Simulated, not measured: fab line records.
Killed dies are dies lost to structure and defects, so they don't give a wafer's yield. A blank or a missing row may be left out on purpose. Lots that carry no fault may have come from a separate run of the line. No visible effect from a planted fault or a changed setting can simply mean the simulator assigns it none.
fab line records | flow sky130
record: lots: 6 | wafers: 17 | last_day: 50
route steps=708 shown VIA1@460 METAL2@483
lots that met no fault: taken from a fault-free run of the same line
start_h: the number of hours between the record's first day and the start of the first shown wafer of the lot | wait_h: hours since the lot's step before | " unchanged from the row above | L1.1+2: a single row standing in for several wafers | - no value, or no start was given | * or withheld: withheld | < > ~ a bound
route shown NAME@n: NAME is a module with steps in the file, n the number in the route of the first one | usual: the fault-free wafers' mean and standard deviation | same: alike in all rows | chamber/n: place in a boat | sites: per-site readings | _std_site: their standard deviation | _edge_site: inner sites' mean taken away from outer sites' mean | radius_mm: how far each site lies from the wafer's centre | mask NAME#n: copy n | behind: tool/chamber where the wafer was last shaped | hold: the reason the lot was held/the length of the hold in hours/how it ended | device: transistor that didn't switch, given as n, p or np | end of line: the tests these same wafers got at the end of their route | a step without rows: its recipe alone | killed: at the first sort, the dies lost to defects and structure; wafer yield is something else | map: a wafer's dies, x killed, . not, _ none there
set.NAME: the setting the step ran with; set.NAME@STEP: the setting that earlier step ran with | model.NAME: the simulator's own value behind a step, which no gauge read
lots at some steps of the route; a table a step, a row a wafer
services: a tool's chamber out of use, with start hour (start_h, from the record's first day; less than 0 if before it), hours out, and reason
== steps ==
step: SKY_VIA1_CMP_02
recipe: material: SiO2 | down_force_psi: 4 | platen_rpm: 60 | pad_velocity_m_s: 0.94248
usual: motor_current_A: 12.3/1.8 | retaining_ring_pressure_frac: 1.000/0.005
lot.wafer | tool   | chamber | start_h | wait_h | motor_current_A | retaining_ring_pressure_frac
L993.4    | cmp-02 | 1       | 793.53  | 0.1    | 9.2             | 0.999
L993.6    | "      | 0       | "       | "      | 12.5            | 0.997
L993.5    | "      | 1       | "       | "      | 9.6             | 1.008
L994.3    | cmp-02 | 2       | 797.74  | 0.1    | 10.5            | 1.000
L994.1    | "      | 3       | "       | "      | 10.4            | 0.988
L994.4    | "      | 0       | "       | "      | 12.9            | 1.002
L103.4    | cmp-02 | 0       | 872.19  | 0.0    | 12.3            | 0.999
L103.6    | "      | 0       | "       | "      | 12.3            | 1.000
L105.1    | cmp-01 | 0       | 894.51  | 0.1    | 13.8            | 0.996
L105.4    | "      | 2       | "       | "      | 11.2            | 1.005
L105.6    | "      | 0       | "       | "      | 13.3            | 0.997
L110.4    | cmp-01 | 1       | 935.33  | 0.5    | 12.0            | 1.007
L110.3    | "      | 2       | "       | "      | 10.6            | 1.002
L110.5    | "      | 0       | "       | "      | 14.3            | 1.002
L112.2    | cmp-01 | 2       | 945.42  | 0.1    | 11.2            | 0.991
L112.4    | "      | 3       | "       | "      | 15.3            | 0.997
L112.5    | "      | 1       | "       | "      | 11.8            | 1.010
step: SKY_VIA1_BOW_MEAS_03
recipe: mode: bow
usual: VIA1_BOW: 81/7
lot.wafer | tool          | chamber | start_h | wait_h | VIA1_BOW[um]
L993.4    | film_metro-04 | -       | 793.84  | 0.3    | 88
L993.5    | "             | -       | "       | "      | 79
L993.6    | "             | -       | "       | "      | 79
L994.1    | film_metro-03 | -       | 797.99  | 0.1    | 74
L994.3    | "             | -       | "       | "      | 77
L994.4    | "             | -       | "       | "      | 80
L103.4    | film_metro-04 | -       | 872.55  | 0.3    | 73
L103.6    | "             | -       | "       | "      | 87
L105.1    | film_metro-02 | -       | 894.81  | 0.2    | 90
L105.4    | "             | -       | "       | "      | 85
L105.6    | "             | -       | "       | "      | 91
L110.3    | film_metro-04 | -       | 935.57  | 0.1    | 81
L110.4    | "             | -       | "       | "      | 86
L110.5    | "             | -       | "       | "      | 90
L112.2    | film_metro-04 | -       | 945.69  | 0.2    | 82
L112.4    | "             | -       | "       | "      | 72
L112.5    | "             | -       | "       | "      | 81
step: SKY_VIA1_DEHYDRATE_04
recipe: temp_c: 200 | time_s: 60
step: SKY_VIA1_HMDS_05
recipe: prime_time_s: 60 | prime_temp_c: 120
step: SKY_VIA1_COAT_06
recipe: resist: BARC | temp_c: withheld | time_s: withheld | spin_rpm: 3000 | resist_thk_nm: 60
step: SKY_VIA1_COAT_07
recipe: resist: KrF-thick | spin_rpm: 3000 | resist_thk_nm: 450
step: SKY_VIA1_SOFTBAKE_08
recipe: temp_c: 100 | time_s: 90 | resist: KrF-thick
step: SKY_VIA1_EXPOSE_09
recipe: mask_id: VIM | na: 0.8 | source_shape: annular | sigma_inner: 0.55 | sigma_outer: 0.85 | target_cd_nm: 150 | dose_mj: 38
step: SKY_VIA1_PEB_10
recipe: peb_temp_c: withheld | peb_time_s: withheld | resist: KrF-thick
step: SKY_VIA1_DEVELOP_11
recipe: develop_time_s: 60 | resist: KrF-thick | dev_temp_c: 21
step: SKY_VIA1_CD_MEAS_12
recipe: target_cd_nm: 150
usual: cd_nm: 150.1/1.7
lot.wafer | tool      | chamber | start_h | wait_h | cd_nm
L993.4    | cd_sem-01 | -       | 821.32  | -      | 151.8
L993.5    | "         | -       | "       | "      | 152.7
L993.6    | "         | -       | "       | "      | 152.7
L994.1    | cd_sem-01 | -       | 824.96  | -      | 150.1
L994.3    | "         | -       | "       | "      | 147.9
L994.4    | "         | -       | "       | "      | 148.2
L103.4    | cd_sem-01 | -       | 899.27  | -      | 150.9
L103.6    | "         | -       | "       | "      | 150.4
L105.1    | cd_sem-01 | -       | 920.01  | -      | 153.3
L105.4    | "         | -       | "       | "      | 152.4
L105.6    | "         | -       | "       | "      | 152.5
L110.3    | cd_sem-01 | -       | 960.50  | -      | 148.2
L110.4    | "         | -       | "       | "      | 149.4
L110.5    | "         | -       | "       | "      | 150.9
L112.2    | cd_sem-02 | -       | 970.48  | -      | 148.1
L112.4    | "         | -       | "       | "      | 147.3
L112.5    | "         | -       | "       | "      | 146.8
step: SKY_VIA1_OVL_MEAS_13
usual: VIA1_OVL: -3/4.6
lot.wafer | tool       | chamber | start_h | wait_h | VIA1_OVL[nm]
L993.4    | overlay-01 | -       | 821.40  | 0.1    | -8
L993.5    | "          | -       | "       | "      | 2
L993.6    | "          | -       | "       | "      | -7
L994.1    | overlay-02 | -       | 825.08  | 0.1    | 7
L994.3    | "          | -       | "       | "      | -6
L994.4    | "          | -       | "       | "      | -2
L103.4    | overlay-01 | -       | 899.35  | 0.1    | -6
L103.6    | "          | -       | "       | "      | -4
L105.1    | overlay-02 | -       | 920.13  | 0.1    | 4
L105.4    | "          | -       | "       | "      | -1
L105.6    | "          | -       | "       | "      | -3
L110.3    | overlay-01 | -       | 960.59  | 0.1    | -1
L110.4    | "          | -       | "       | "      | -3
L110.5    | "          | -       | "       | "      | -5
L112.2    | overlay-02 | -       | 970.59  | 0.1    | -8
L112.4    | "          | -       | "       | "      | -5
L112.5    | "          | -       | "       | "      | -2
step: SKY_VIA1_ETCH_14
recipe: chemistry: N2/H2 | target: BARC | ion_energy_ev: 200 | source_w: 500 | bias_w: 100 | pressure_mtorr: 30 | n2_flow_sccm: 100 | h2_flow_sccm: 200 | stop_on: SiO2 | time_s: 45.9 | target_depth_a: 600
usual: drypump_motor_current_A: 5.8/0.44 | oes_product_au: 0.854/0.0051 | run_length_s: 74.2/0.37 | throttle_valve_pct: 13.225/0.01
lot.wafer | tool        | chamber | start_h | wait_h | drypump_motor_current_A | oes_product_au | rf_hours_counter_h | run_length_s | throttle_valve_pct | model.etch.depth_nm | model.KrF-thick_of_VIA1_COAT_07.thk_nm | model.VIA1.cd_nm
L993.4    | rie_diel-03 | 2       | 821.42  | 0.0    | 5.6                     | 0.856          | 17                 | 74.1         | 13.242             | 60.09               | 393.3                                  | 151.2
L993.5    | "           | 1       | "       | "      | 5.1                     | 0.850          | -                  | 74.9         | 13.235             | 59.81               | 393.9                                  | 153.8
L993.6    | "           | 2       | "       | "      | 5.6                     | 0.853          | -                  | 74.6         | 13.227             | 60                  | 394                                    | 152
L994.1    | rie_diel-04 | 2       | 825.11  | 0.0    | 5.4                     | 0.860          | 15                 | 74.2         | 13.220             | 60.13               | 394.4                                  | 149.3
L994.3    | "           | 1       | "       | "      | 4.9                     | 0.848          | 8                  | 74.3         | 13.227             | 59.94               | 393.9                                  | 147.1
L994.4    | "           | 0       | "       | "      | 5.8                     | 0.861          | 2                  | 73.9         | 13.229             | 60.28               | 393.8                                  | 148.9
L103.4    | rie_diel-04 | 1       | 899.37  | 0.0    | 4.9                     | 1.003          | 9                  | 49.8         | 13.242             | 36.77               | 414.5                                  | 144.9
L103.6    | "           | 0       | "       | "      | 5.7                     | 0.855          | -                  | 73.6         | 13.234             | 60.2                | 391.9                                  | 150.7
L105.1    | rie_diel-04 | 3       | 920.17  | 0.0    | 5.3                     | 0.860          | 8                  | 74.5         | 13.223             | 60.18               | 393.8                                  | 152.5
L105.4    | "           | 2       | "       | "      | 5.4                     | 1.009          | 18                 | 49.6         | 13.273             | 36.87               | 417.8                                  | 146.9
L105.6    | "           | 2       | "       | "      | 5.4                     | 0.861          | -                  | 74.2         | 13.219             | 60.07               | 393                                    | 151.7
L110.3    | rie_diel-02 | 2       | 960.62  | 0.0    | 5.7                     | 0.856          | 28                 | 73.9         | 13.228             | 60.15               | 394.3                                  | 146.9
L110.4    | "           | 1       | "       | "      | 5.6                     | 0.856          | 23                 | 73.4         | 13.220             | 60                  | 392.4                                  | 148.8
L110.5    | "           | 0       | "       | "      | 6.3                     | 0.846          | -                  | 74.4         | 13.223             | 59.98               | 391.9                                  | 150.8
L112.2    | rie_diel-02 | 1       | 970.62  | 0.0    | 5.6                     | 0.855          | 23                 | 74.3         | 13.232             | 60.1                | 393.1                                  | 148.4
L112.4    | "           | 3       | "       | "      | 6.3                     | 0.863          | 12                 | 74.2         | 13.229             | 60.11               | 395.7                                  | 147.3
L112.5    | "           | 2       | "       | "      | 5.7                     | 0.858          | -                  | 74.0         | 13.235             | 60.03               | 395.5                                  | 146.5
step: SKY_VIA1_ETCH_15
recipe: target: SiO2 | chemistry: C4F8/O2/Ar | target_depth_nm: 351 | stop_on: TiN | mask_material: KrF-thick | source_w: 1500 | bias_w: 1200 | pressure_mtorr: 40 | c4f8_flow_sccm: withheld | O2_flow_sccm: 6 | Ar_flow_sccm: 300 | time_s: 54
usual: oes_product_au: 0.984/0.0063 | run_length_s: 82.3/0.35
lot.wafer | tool        | chamber | start_h | wait_h | oes_product_au | rf_hours_counter_h | run_length_s | model.KrF-thick_of_VIA1_COAT_07.thk_nm
L993.4    | rie_diel-03 | 2       | 821.46  | 0.0    | 0.986          | 17                 | 82.3         | 321.8
L993.5    | "           | 1       | "       | "      | 0.993          | -                  | 82.5         | 322.7
L993.6    | "           | 2       | "       | "      | 0.989          | -                  | 82.6         | 322.6
L994.1    | rie_diel-04 | 2       | 825.16  | 0.0    | 0.983          | 15                 | 82.6         | 323.4
L994.3    | "           | 1       | "       | "      | 0.991          | 8                  | 82.8         | 323
L994.4    | "           | 0       | "       | "      | 0.994          | 2                  | 81.6         | 323.4
L103.4    | rie_diel-04 | 1       | 899.41  | 0.0    | 0.372          | 9                  | 82.3         | 343.6
L103.6    | "           | 0       | "       | "      | 0.988          | -                  | 82.0         | 321.4
L105.1    | rie_diel-04 | 3       | 920.21  | 0.0    | 0.978          | 8                  | 82.4         | 323.8
L105.4    | "           | 2       | "       | "      | 0.376          | 18                 | 82.6         | 347.2
L105.6    | "           | 2       | "       | "      | 0.985          | -                  | 82.1         | 322.9
L110.3    | rie_diel-02 | 2       | 960.66  | 0.0    | 0.980          | 28                 | 82.2         | 325.9
L110.4    | "           | 1       | "       | "      | 0.983          | 23                 | 81.6         | 321.2
L110.5    | "           | 0       | "       | "      | 0.986          | -                  | 82.6         | 320.1
L112.2    | rie_diel-02 | 1       | 970.66  | 0.0    | 0.985          | 23                 | 81.8         | 321.6
L112.4    | "           | 3       | "       | "      | 0.984          | 12                 | 82.2         | 324.6
L112.5    | "           | 2       | "       | "      | 0.968          | -                  | 82.0         | 327.6
step: SKY_VIA1_STRIP_16
recipe: chemistry: O2/N2 | power_w: 1400 | pressure_mtorr: 1500 | platen_temp_c: withheld | o2_flow_sccm: 3000 | n2_flow_sccm: 300 | overash_fraction: 0.5
usual: drypump_motor_current_A: 5.3/0.34 | oes_product_au: 0.415/0.0046 | strip_time_to_endpoint_s: 4.447/0.025
lot.wafer | tool            | chamber | start_h | wait_h | drypump_motor_current_A | oes_product_au | rf_hours_counter_h | strip_time_to_endpoint_s
L993.4    | plasma_asher-01 | 1       | 821.54  | 0.1    | 4.7                     | 0.407          | -                  | 4.456
L993.5    | "               | 1       | "       | "      | 4.6                     | 0.417          | -                  | 4.444
L993.6    | "               | 0       | "       | "      | 5.9                     | 0.421          | -                  | 4.475
L994.1    | plasma_asher-02 | 0       | 825.20  | 0.0    | 5.1                     | 0.420          | 99                 | 4.472
L994.3    | "               | 0       | "       | "      | 5.1                     | 0.417          | -                  | 4.451
L994.4    | "               | 1       | "       | "      | 5.4                     | 0.415          | -                  | 4.465
L103.4    | plasma_asher-01 | 0       | 899.49  | 0.1    | 5.9                     | 0.416          | -                  | 4.682
L103.6    | "               | 0       | "       | "      | 5.9                     | 0.422          | -                  | 4.443
L105.1    | plasma_asher-03 | 1       | 920.26  | 0.0    | 5.2                     | 0.413          | 47                 | 4.475
L105.4    | "               | 0       | "       | "      | 5.4                     | 0.420          | -                  | 4.719
L105.6    | "               | 0       | "       | "      | 5.4                     | 0.415          | -                  | 4.461
L110.3    | plasma_asher-01 | 0       | 960.74  | 0.1    | 5.9                     | 0.407          | -                  | 4.479
L110.4    | "               | 1       | "       | "      | 4.6                     | 0.404          | -                  | 4.430
L110.5    | "               | 1       | "       | "      | 4.6                     | 0.408          | -                  | 4.439
L112.2    | plasma_asher-03 | 1       | 970.70  | 0.0    | 5.2                     | 0.420          | 52                 | 4.436
L112.4    | "               | 0       | "       | "      | 5.4                     | 0.423          | -                  | 4.475
L112.5    | "               | 1       | "       | "      | 5.2                     | 0.418          | -                  | 4.512
step: SKY_VIA1_STRIP_17
recipe: chemistry: post_etch_residue_remover | time_s: 1200 | temp_c: 72.5
step: SKY_VIA1_CLEAN_18
recipe: chemistry: IPA | time_s: 180 | temp_c: 25
step: SKY_VIA1_CLEAN_19
recipe: chemistry: O3/DIW | dry: n2_spin
step: SKY_VIA1_SPUTTER_20
recipe: material: TiN | target_thk_nm: 20 | chamber_pressure_pa: 5 | power_w: 4000 | time_s: 80
usual: throttle_valve_pct: 29.9/0.88
lot.wafer | tool           | chamber | start_h | wait_h | throttle_valve_pct
L993.4    | pvd_sputter-04 | -       | 822.13  | 0.0    | 29.6
L993.5    | "              | -       | "       | "      | 30.5
L993.6    | "              | -       | "       | "      | 29.4
L994.1    | pvd_sputter-03 | -       | 825.79  | 0.0    | 29.9
L994.3    | "              | -       | "       | "      | 30.4
L994.4    | "              | -       | "       | "      | 30.7
L103.4    | pvd_sputter-04 | -       | 900.09  | 0.0    | 28.9
L103.6    | "              | -       | "       | "      | 29.4
L105.1    | pvd_sputter-04 | -       | 920.86  | 0.0    | 29.4
L105.4    | "              | -       | "       | "      | 31.1
L105.6    | "              | -       | "       | "      | 29.0
L110.3    | pvd_sputter-03 | -       | 961.31  | 0.0    | 30.4
L110.4    | "              | -       | "       | "      | 30.1
L110.5    | "              | -       | "       | "      | 30.6
L112.2    | pvd_sputter-03 | -       | 971.31  | 0.0    | 30.6
L112.4    | "              | -       | "       | "      | 29.9
L112.5    | "              | -       | "       | "      | 30.8
step: SKY_VIA1_CVD_21
recipe: material: W | target_thk_nm: 270 | time_s: 80.902 | temp_c: 400 | pressure_torr: 40
usual: heater_power_w: 834/96 | susceptor_temp_C: 400.06/0.21
lot.wafer | tool     | chamber | start_h | wait_h | heater_power_w | susceptor_temp_C
L993.4    | cvd_w-01 | 0       | 822.19  | 0.0    | 914            | 400.09
L993.5    | "        | 1       | "       | "      | 737            | 400.19
L993.6    | "        | 0       | "       | "      | 941            | 400.00
L994.1    | cvd_w-02 | 1       | 825.86  | 0.0    | 733            | 400.27
L994.3    | "        | 1       | "       | "      | 745            | 400.20
L994.4    | "        | 0       | "       | "      | 894            | 400.30
L103.4    | cvd_w-02 | 0       | 900.18  | 0.1    | 923            | 399.84
L103.6    | "        | 1       | "       | "      | 747            | 400.26
L105.1    | cvd_w-01 | 1       | 920.92  | 0.0    | 742            | 399.82
L105.4    | "        | 0       | "       | "      | 939            | 400.12
L105.6    | "        | 1       | "       | "      | 740            | 400.10
L110.3    | cvd_w-01 | 1       | 961.40  | 0.1    | 730            | 400.00
L110.4    | "        | 0       | "       | "      | 952            | 399.73
L110.5    | "        | 1       | "       | "      | 758            | 400.11
L112.2    | cvd_w-01 | 0       | 971.37  | 0.0    | 953            | 400.28
L112.4    | "        | 1       | "       | "      | 756            | 400.06
L112.5    | "        | 1       | "       | "      | 750            | 399.59
step: SKY_VIA1_CMP_24
recipe: stop_on: SiO2 | t_overpolish_s: 15 | down_force_psi: 3.5 | platen_rpm: 60 | target_thk_nm: 0 | pad_velocity_m_s: 0.94248
usual: motor_current_A: 11.1/1.7 | retaining_ring_pressure_frac: 0.999/0.0049
lot.wafer | tool   | chamber | start_h | wait_h | motor_current_A | retaining_ring_pressure_frac
L993.4    | cmp-02 | 0       | 822.53  | 0.1    | 11.4            | 1.010
L993.6    | "      | 2       | "       | "      | 9.6             | 0.999
L993.5    | "      | 3       | "       | "      | 10.5            | 1.002
L994.4    | cmp-02 | 0       | 826.18  | 0.1    | 11.9            | 0.998
L994.3    | "      | 1       | "       | "      | 8.8             | 0.985
L994.1    | "      | 2       | "       | "      | 10.2            | 1.009
L103.4    | cmp-01 | 1       | 900.57  | 0.2    | 11.0            | 0.999
L103.6    | "      | 3       | "       | "      | 14.6            | 1.009
L105.1    | cmp-01 | 1       | 921.29  | 0.1    | 10.6            | 0.997
L105.4    | "      | 2       | "       | "      | 10.5            | 0.999
L105.6    | "      | 3       | "       | "      | 14.6            | 0.995
L110.3    | cmp-01 | 1       | 961.69  | 0.1    | 10.7            | 1.003
L110.4    | "      | 2       | "       | "      | 10.0            | 0.983
L110.5    | "      | 0       | "       | "      | 12.6            | 0.997
L112.2    | cmp-02 | 2       | 971.64  | 0.0    | 10.2            | 0.994
L112.4    | "      | 3       | "       | "      | 10.4            | 1.001
L112.5    | "      | 2       | "       | "      | 9.7             | 1.001
step: SKY_METAL2_SPUTTER_00
recipe: material: Ti | target_thk_nm: 15 | power_w: 3000 | time_s: 10 | chamber_pressure_pa: 0.4
usual: throttle_valve_pct: 29.5/1.1
lot.wafer | tool           | chamber | start_h | wait_h | throttle_valve_pct
L993.4    | pvd_sputter-01 | -       | 822.73  | 0.1    | 29.6
L993.5    | "              | -       | "       | "      | 29.6
L993.6    | "              | -       | "       | "      | 31.1
L994.1    | pvd_sputter-04 | -       | 826.43  | 0.1    | 29.3
L994.3    | "              | -       | "       | "      | 30.4
L994.4    | "              | -       | "       | "      | 29.5
L103.6    | pvd_sputter-02 | -       | 900.73  | 0.0    | 30.0
L105.1    | pvd_sputter-04 | -       | 921.49  | 0.1    | 29.7
L105.6    | "              | -       | "       | "      | 28.7
L110.3    | pvd_sputter-04 | -       | 961.94  | 0.2    | 30.8
L110.4    | "              | -       | "       | "      | 29.2
L110.5    | "              | -       | "       | "      | 28.4
L112.2    | pvd_sputter-01 | -       | 971.94  | 0.2    | 30.6
L112.4    | "              | -       | "       | "      | 30.9
L112.5    | "              | -       | "       | "      | 29.8
step: SKY_METAL2_SPUTTER_01
recipe: material: TiN | target_thk_nm: 20 | power_w: 6500 | time_s: 16.7 | chamber_pressure_pa: 0.4
usual: throttle_valve_pct: 29.5/1
lot.wafer | tool           | chamber | start_h | wait_h | throttle_valve_pct
L993.4    | pvd_sputter-01 | -       | 822.75  | 0.0    | 29.7
L993.5    | "              | -       | "       | "      | 29.3
L993.6    | "              | -       | "       | "      | 30.9
L994.1    | pvd_sputter-04 | -       | 826.45  | 0.0    | 29.2
L994.3    | "              | -       | "       | "      | 30.7
L994.4    | "              | -       | "       | "      | 29.5
L103.6    | pvd_sputter-02 | -       | 900.76  | 0.0    | 30.0
L105.1    | pvd_sputter-04 | -       | 921.51  | 0.0    | 29.7
L105.6    | "              | -       | "       | "      | 29.0
L110.3    | pvd_sputter-04 | -       | 961.96  | 0.0    | 30.5
L110.4    | "              | -       | "       | "      | 29.5
L110.5    | "              | -       | "       | "      | 28.6
L112.2    | pvd_sputter-01 | -       | 971.97  | 0.0    | 30.4
L112.4    | "              | -       | "       | "      | 31.1
L112.5    | "              | -       | "       | "      | 29.8
step: SKY_METAL2_SPUTTER_02
recipe: material: AlCu | target_thk_nm: 250 | power_w: 10600 | time_s: 13.3 | chamber_pressure_pa: 0.4
usual: throttle_valve_pct: 29.5/1
lot.wafer | tool           | chamber | start_h | wait_h | throttle_valve_pct
L993.4    | pvd_sputter-01 | -       | 822.78  | 0.0    | 29.6
L993.5    | "              | -       | "       | "      | 29.5
L993.6    | "              | -       | "       | "      | 31.0
L994.1    | pvd_sputter-04 | -       | 826.48  | 0.0    | 29.2
L994.3    | "              | -       | "       | "      | 30.5
L994.4    | "              | -       | "       | "      | 29.6
L103.6    | pvd_sputter-02 | -       | 900.78  | 0.0    | 30.1
L105.1    | pvd_sputter-04 | -       | 921.54  | 0.0    | 29.3
L105.6    | "              | -       | "       | "      | 29.1
L110.3    | pvd_sputter-04 | -       | 961.99  | 0.0    | 31.1
L110.4    | "              | -       | "       | "      | 29.6
L110.5    | "              | -       | "       | "      | 28.6
L112.2    | pvd_sputter-01 | -       | 971.99  | 0.0    | 30.5
L112.4    | "              | -       | "       | "      | 31.0
L112.5    | "              | -       | "       | "      | 29.8
== services ==
tool            | chamber | start_h | hours | kind
cmp-01          | -       | 770.32  | 0.8   | repair
pvd_sputter-01  | -       | 786.14  | 1.7   | repair
cmp-02          | -       | 788.36  | 1.5   | repair
plasma_asher-03 | -       | 788.75  | 2.1   | repair
plasma_asher-03 | -       | 790.91  | 9.2   | repair
rie_diel-03     | 2       | 796.38  | 4.5   | repair
plasma_asher-01 | -       | 805.76  | 2.8   | pm
cmp-01          | -       | 809.20  | 3.0   | repair
rie_diel-04     | -       | 825.39  | 0.6   | repair
rie_diel-04     | 1       | 829.96  | 9.1   | repair
plasma_asher-01 | -       | 833.46  | 3.6   | repair
pvd_sputter-01  | -       | 853.43  | 13.4  | repair
pvd_sputter-03  | -       | 867.32  | 3.9   | repair
rie_diel-04     | 3       | 875.23  | 5.5   | repair
rie_diel-02     | 0       | 882.10  | 8.4   | repair
cvd_w-01        | -       | 886.48  | 0.6   | repair
cmp-02          | -       | 912.00  | 4.0   | pm
pvd_sputter-01  | -       | 921.39  | 1.7   | repair
cmp-02          | -       | 944.91  | 4.8   | repair
pvd_sputter-03  | -       | 965.07  | 5.4   | repair
rie_diel-04     | 1       | 967.04  | 4.1   | repair
pvd_sputter-01  | -       | 967.40  | 4.0   | repair
rie_diel-02     | 3       | 971.26  | 4.9   | repair
rie_diel-04     | -       | 971.53  | 2.8   | pm
== key ==
first_sign: step: SKY_VIA1_ETCH_14 | reading: run_length_s | direction: down | sigmas: 66 | usual: * | struck: *
effect: step: SKY_VIA1_ETCH_14 | reading: oes_product_au | direction: up | sigmas: 30 | usual: 0.854 | struck: 1.006
effect: step: SKY_VIA1_ETCH_15 | reading: oes_product_au | direction: down | sigmas: 97 | usual: 0.984 | struck: 0.374
effect: step: SKY_VIA1_STRIP_16 | reading: strip_time_to_endpoint_s | direction: up | sigmas: 10 | usual: * | struck: *
effect: step: SKY_METAL2_SPUTTER_00 | reading: visit | direction: missing
effect: step: SKY_METAL2_SPUTTER_01 | reading: visit | direction: missing
effect: step: SKY_METAL2_SPUTTER_02 | reading: visit | direction: missing
model_effect: step: SKY_VIA1_ETCH_14 | value: etch.depth_nm | without: 60.11 | struck: 36.82
model_effect: step: SKY_VIA1_ETCH_15 | value: KrF-thick_of_VIA1_COAT_07.thk_nm | without: 322.2 | struck: 345.4
met_at SKY_VIA1_ETCH_14
struck_wafers L103.4,L105.4
later_rows_left_out L103.4,L105.4
sort_left_out L103.4,L105.4
onset_between 825.11 899.37
fault: kind: process_parameter_drift | tool: rie_diel-04 | chamber: - | onset_h: 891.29 | steps: SKY_VIA1_ETCH_14 | channel: time_s | offset: * | shape: step | end_h: 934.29 | scope: struck_wafers_only | acts_in: * | stated: *
sort_left_out: the simulated sort isn't trusted on such a fault, so these wafers' sort isn't shown, and their yield isn't known
later_rows_left_out: the simulator's readings of these wafers behind a module that went badly wrong aren't trusted and aren't shown, but for the sort
